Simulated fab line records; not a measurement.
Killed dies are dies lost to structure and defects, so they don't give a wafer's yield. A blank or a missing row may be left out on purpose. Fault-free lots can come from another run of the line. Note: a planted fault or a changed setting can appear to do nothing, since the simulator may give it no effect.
Matching of chambers | flow gf180mcu | rie diel-04 running GF_HV_LDD_ETCHBACK_58: 4 sister chambers
The step etches Si3N4 in CH3F/O2, stops on SiO2, time 100 s, target depth 90 nm. 4 wafers are shown with their chamber, then 7 later ones without.

WAFERS, EACH WITH ITS CHAMBER
wafer  | chamber | oes product au (a.u.)
L817.1 | 3       | 0.849
L817.6 | 0       | 0.831
L824.1 | 2       | 0.834
L824.4 | 1       | 0.836

WAFERS WHOSE CHAMBER IS MISSING
wafer  | oes product au (a.u.)
L824.5 | 0.826
L828.1 | 0.845
L828.5 | 0.849
L828.6 | 0.841
L829.2 | 0.845
L829.3 | 0.835
L829.4 | 0.854

CHAMBER TAKEN BY EACH
wafer  | from the rows above               | in truth
L824.5 | can't be placed: 0 or 2 or 1      | 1
L828.1 | can't be placed: 3 or 1 or 2      | 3
L828.5 | 3                                 | 3
L828.6 | can't be placed: 1 or 2 or 3 or 0 | 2
L829.2 | can't be placed: 3 or 1 or 2      | 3
L829.3 | can't be placed: 1 or 2 or 0      | 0
L829.4 | 3                                 | 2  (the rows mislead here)
Placed correctly: 1 of 7. From these rows, 5 cannot be placed; in 5 the true chamber is one of the candidates. Wrongly placed: 1.
How it was worked out, from the rows above alone: a wafer's distance from a chamber is the root of the sum, over the readings, of the square of ((its reading less the chamber's mean) divided by the reading's scatter). The wafer belongs to the nearest chamber; if the next one is less than 2 further off, it can't be placed. Each chamber's mean is taken over the wafers shown for it. The scatter: root of mean squared gap, hidden wafer to nearest shown wafer, with one shown wafer a chamber.
